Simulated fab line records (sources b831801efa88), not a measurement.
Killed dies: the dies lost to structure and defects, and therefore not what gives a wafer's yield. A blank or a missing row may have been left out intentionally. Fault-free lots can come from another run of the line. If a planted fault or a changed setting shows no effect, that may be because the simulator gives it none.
Which of the tools did it? ; flow gf180mcu ; 24 lots, 72 wafers sampled, at 6 steps of a route of 602

== WHAT THE GAUGES READ, wafer by wafer ==
GF_V1_RS_MEAS_24: a four-point-probe measurement. Usual: V1_W_RS typically reads 0.330 ohm/sq, with standard deviation 0.0034.
lot;measured;on;V1_W_RS (ohm/sq);flag
L074;day 18 02:29;filmMetro-03;0.327 0.323 0.332;
L075;day 19 05:22;filmMetro-03;0.330 0.330 0.328;
L077;day 19 14:16;filmMetro-04;0.329 0.333 0.329;
L076;day 19 18:25;filmMetro-02;0.329 0.334 0.330;
L078;day 20 01:24;filmMetro-04;0.332 0.335 0.334;
L079;day 20 12:34;filmMetro-02;0.329 0.334 0.329;
L080;day 20 13:52;filmMetro-04;0.332 0.329 0.331;
L081;day 21 04:22;filmMetro-02;0.330 0.328 0.333;
L082;day 21 13:22;filmMetro-04;0.337 0.330 0.336;
L083;day 22 01:18;filmMetro-03;0.335 0.334 0.333;
L084;day 22 03:10;filmMetro-02;0.320 0.327 0.324;
L085;day 22 12:52;filmMetro-03;0.331 0.329 0.332;
L086;day 22 15:38;filmMetro-02;0.329 0.327 0.328;
L087;day 22 23:41;filmMetro-02;0.327 0.331 0.323;
L088;day 23 07:48;filmMetro-03;0.331 0.327 0.335;
L089;day 23 17:37;filmMetro-02;0.330 0.333 0.333;
L090;day 23 23:36;filmMetro-03;0.334 0.332 0.335;
L091;day 24 05:32;filmMetro-02;0.334 0.332 0.329;
L092;day 24 18:56;filmMetro-04;0.330 0.328 0.328;
L093;day 24 23:11;filmMetro-04;0.326 0.329 0.327;
L094;day 25 10:36;filmMetro-02;0.332 0.328 0.334;
L095;day 25 17:44;filmMetro-04;0.331 0.330 0.328;
L096;day 25 20:32;filmMetro-04;0.335 0.331 0.333;
L097;day 26 01:58;filmMetro-04;0.332 0.334 0.329;

GF_M4_OVL_MEAS_15. Usual: M4_OVL typically reads -3 nm, with standard deviation 6.2.
lot;measured;on;M4_OVL (nm);flag
L074;day 23 08:32;overlay-02;13 6 -2;
L075;day 24 09:23;overlay-01;-6 5 -10;
L077;day 24 17:02;overlay-01;-6 0 7;
L076;day 24 20:11;overlay-02;0 -5 -3;
L078;day 25 02:55;overlay-02;11 5 5;
L079;day 25 13:46;overlay-01;3 0 4;
L080;day 25 15:16;overlay-02;1 -5 -6;
L081;day 26 03:38;overlay-02;-2 -3 4;
L082;day 26 10:47;overlay-01;-6 -10 -1;
L083;day 26 22:13;overlay-01;4 0 -9;
L084;day 26 22:55;overlay-01;-7 0 -10;
L085;day 27 07:19;overlay-01;6 5 8;
L086;day 27 10:04;overlay-02;-2 0 -7;
L087;day 27 16:44;overlay-01;-4 -2 -11;
L088;day 28 01:22;overlay-01;-11 -16 -9;
L089;day 28 09:05;overlay-02;6 7 0;
L090;day 28 13:40;overlay-02;-13 -14 -13;
L091;day 28 19:47;overlay-01;7 4 -2;
L092;day 29 07:18;overlay-02;-2 5 -12;
L093;day 29 11:39;overlay-01;-14 2 -8;
L094;day 29 19:27;overlay-02;1 -10 -13;
L095;day 30 04:17;overlay-01;-3 -7 -2;
L096;day 30 06:40;overlay-02;-8 -6 -4;
L097;day 30 10:50;overlay-02;5 -5 -4;

GF_M5_OVL_MEAS_08. Usual: M5_OVL typically reads 5 nm, with standard deviation 4.8.
lot;measured;on;M5_OVL (nm);flag
L074;day 26 04:56;overlay-01;12 8 10;
L075;day 27 04:40;overlay-02;14 16 8;
L077;day 27 12:31;overlay-01;10 2 0;
L076;day 27 15:17;overlay-01;13 3 1;
L078;day 27 19:34;overlay-02;0 -1 -3;
L079;day 28 05:56;overlay-02;1 2 5;
L080;day 28 08:05;overlay-01;0 5 4;
L081;day 28 20:29;overlay-01;10 6 9;
L082;day 29 02:11;overlay-01;5 3 9;
L083;day 29 11:59;overlay-02;1 0 5;
L084;day 29 13:24;overlay-02;-2 8 2;
L085;day 29 21:33;overlay-02;7 8 8;
L086;day 30 00:16;overlay-02;2 3 5;
L087;day 30 06:01;overlay-01;-1 1 5;
L088;day 30 14:26;overlay-01;3 4 5;
L089;day 30 22:04;overlay-01;7 5 0;
L090;day 31 02:32;overlay-01;0 5 0;
L091;day 31 07:49;overlay-01;1 3 5;
L092;day 31 18:39;overlay-02;10 16 5;
L093;day 31 20:51;overlay-01;6 8 10;
L094;day 32 04:41;overlay-02;8 14 6;
L095;day 32 11:59;overlay-02;2 6 7;
L096;day 32 15:19;overlay-02;2 -3 3;
L097;day 32 17:23;overlay-01;2 8 4;

== WHICH TOOL RAN EACH LOT (tool, then ch and the chambers of the sampled wafers, then the start) ==
lot;GF_V2_CVD_02;GF_M3_SPUTTER_03;GF_V4_SPUTTER_21
L074;pecvd-03 ch 2, day 19 04:08;pvdSputter-01, day 20 07:22;pvdSputter-04, day 24 08:59
L075;pecvd-03 ch 0,2, day 20 07:41;pvdSputter-02, day 21 09:42;pvdSputter-04, day 25 09:35
L077;pecvd-01 ch 0,1,2, day 20 15:38;pvdSputter-01, day 21 17:26;pvdSputter-03, day 25 17:13
L076;pecvd-01 ch 1,2, day 20 20:12;pvdSputter-01, day 21 22:03;pvdSputter-02, day 25 20:20
L078;pecvd-01 ch 0,1, day 21 02:53;pvdSputter-04, day 22 04:53;pvdSputter-02, day 26 02:24
L079;pecvd-03 ch 0,2, day 21 13:47;pvdSputter-02, day 22 16:07;pvdSputter-04, day 26 12:35
L080;pecvd-04 ch 0,1,2, day 21 15:25;pvdSputter-02, day 22 17:25;pvdSputter-02, day 26 14:10
L081;pecvd-03 ch 0,1,2, day 22 05:38;pvdSputter-02, day 23 06:29;pvdSputter-04, day 27 02:54
L082;pecvd-04 ch 0,1,2, day 22 14:31;pvdSputter-01, day 23 15:34;pvdSputter-02, day 27 09:29
L083;pecvd-01 ch 0,1,2, day 23 01:38;pvdSputter-04, day 24 02:41;pvdSputter-04, day 27 20:00
L084;pecvd-04 ch 0,1,2, day 23 03:39;pvdSputter-01, day 24 04:46;pvdSputter-04, day 27 21:31
L085;pecvd-04 ch 1,2, day 23 13:10;pvdSputter-01, day 24 13:10;pvdSputter-04, day 28 05:11
L086;pecvd-01 ch 0,2, day 23 16:03;pvdSputter-04, day 24 16:20;pvdSputter-03, day 28 08:13
L087;pecvd-03 ch 0,1,2, day 24 00:14;pvdSputter-01, day 25 00:13;pvdSputter-04, day 28 14:15
L088;pecvd-01 ch 1,2, day 24 08:28;pvdSputter-01, day 25 08:53;pvdSputter-02, day 28 23:22
L089;pecvd-03 ch 0,1,2, day 24 17:11;pvdSputter-02, day 25 16:34;pvdSputter-03, day 29 06:32
L090;pecvd-03 ch 1,2, day 24 22:35;pvdSputter-01, day 25 21:32;pvdSputter-04, day 29 12:01
L091;pecvd-03 ch 0,1, day 25 04:56;pvdSputter-04, day 26 04:19;pvdSputter-02, day 29 17:35
L092;pecvd-03 ch 0,1, day 25 18:37;pvdSputter-01, day 26 17:17;pvdSputter-03, day 30 04:48
L093;pecvd-03 ch 0,1,2, day 25 21:12;pvdSputter-04, day 26 20:31;pvdSputter-03, day 30 08:23
L094;pecvd-01 ch 0,1,2, day 26 08:30;pvdSputter-01, day 27 07:16;pvdSputter-04, day 30 16:10
L095;pecvd-01 ch 1,2, day 26 15:41;pvdSputter-02, day 27 14:55;pvdSputter-02, day 31 00:32
L096;pecvd-04 ch 0,1,2, day 26 19:04;pvdSputter-04, day 27 18:02;pvdSputter-02, day 31 02:53
L097;pecvd-03 ch 1,2, day 26 23:55;pvdSputter-02, day 27 22:31;pvdSputter-03, day 31 06:53
- GF_V2_CVD_02: deposits SiO2 from TEOS, target thk 850 nm, time 94.851 s.
- GF_M3_SPUTTER_03: material Ti, target thk 10 nm, time 6.7 s.
- GF_V4_SPUTTER_21: material Ti, target thk 15 nm, time 80.02 s.

== WHAT THE TOOLS THEMSELVES READ (means of the sampled wafers that have a number; where no wafer has one, the mark that the record gives instead) ==
GF_V2_CVD_02. Usual: heaterPowerW at 645 W, with a standard deviation of 120.
lot;tool;heaterPowerW (W);flag
L074;pecvd-03;458;
L075;pecvd-03;572;
L077;pecvd-01;699;
L076;pecvd-01;605;
L078;pecvd-01;713;
L079;pecvd-03;618;
L080;pecvd-04;605;
L081;pecvd-03;695;
L082;pecvd-04;596;
L083;pecvd-01;656;
L084;pecvd-04;593;
L085;pecvd-04;654;
L086;pecvd-01;718;
L087;pecvd-03;692;
L088;pecvd-01;574;
L089;pecvd-03;628;
L090;pecvd-03;553;
L091;pecvd-03;756;
L092;pecvd-03;754;
L093;pecvd-03;657;
L094;pecvd-01;631;
L095;pecvd-01;558;
L096;pecvd-04;632;
L097;pecvd-03;622;

GF_M3_SPUTTER_03. Usual: throttleValvePct at 30.3 %, with a standard deviation of 1.1.
lot;tool;throttleValvePct (%);flag
L074;pvdSputter-01;30.3;
L075;pvdSputter-02;28.9;
L077;pvdSputter-01;29.9;
L076;pvdSputter-01;30.5;
L078;pvdSputter-04;30.0;
L079;pvdSputter-02;30.5;
L080;pvdSputter-02;30.8;
L081;pvdSputter-02;30.5;
L082;pvdSputter-01;31.0;
L083;pvdSputter-04;30.1;
L084;pvdSputter-01;30.8;
L085;pvdSputter-01;30.5;
L086;pvdSputter-04;31.3;
L087;pvdSputter-01;31.1;
L088;pvdSputter-01;30.4;
L089;pvdSputter-02;29.9;
L090;pvdSputter-01;30.1;
L091;pvdSputter-04;31.3;
L092;pvdSputter-01;29.9;
L093;pvdSputter-04;30.8;
L094;pvdSputter-01;30.7;
L095;pvdSputter-02;30.5;
L096;pvdSputter-04;31.1;
L097;pvdSputter-02;30.2;

GF_V4_SPUTTER_21. Usual: throttleValvePct at 30.2 %, with a standard deviation of 1.1.
lot;tool;throttleValvePct (%);flag
L074;pvdSputter-04;30.7;
L075;pvdSputter-04;30.7;
L077;pvdSputter-03;29.4;
L076;pvdSputter-02;30.3;
L078;pvdSputter-02;30.1;
L079;pvdSputter-04;29.3;
L080;pvdSputter-02;30.4;
L081;pvdSputter-04;30.3;
L082;pvdSputter-02;29.2;
L083;pvdSputter-04;29.5;
L084;pvdSputter-04;30.1;
L085;pvdSputter-04;29.6;
L086;pvdSputter-03;29.6;
L087;pvdSputter-04;30.2;
L088;pvdSputter-02;30.8;
L089;pvdSputter-03;28.6;
L090;pvdSputter-04;29.3;
L091;pvdSputter-02;30.7;
L092;pvdSputter-03;29.6;
L093;pvdSputter-03;30.5;
L094;pvdSputter-04;30.0;
L095;pvdSputter-02;30.1;
L096;pvdSputter-02;30.0;
L097;pvdSputter-03;29.2;

== THE ANSWER, worked out from the rows above alone ==
Rule: a lot is off if the mean of its wafers that have a number lies more than 3 standard deviations from the usual mean. Also off: a lot with no number at a reading for which 4 or more lots have one. All remaining lots with rows at the step are treated as sound. After the gauges, taken in route order, come the tools' own readings; for these a lot's mean is taken, as printed above. The first step at which some lot is off is used, and at that step the reading that is off furthest; a lot without a number counts as furthest.
No lot is off at any reading shown: from this, nothing can be told.

== WHAT HAD BEEN PUT IN BY THE SIMULATOR ==
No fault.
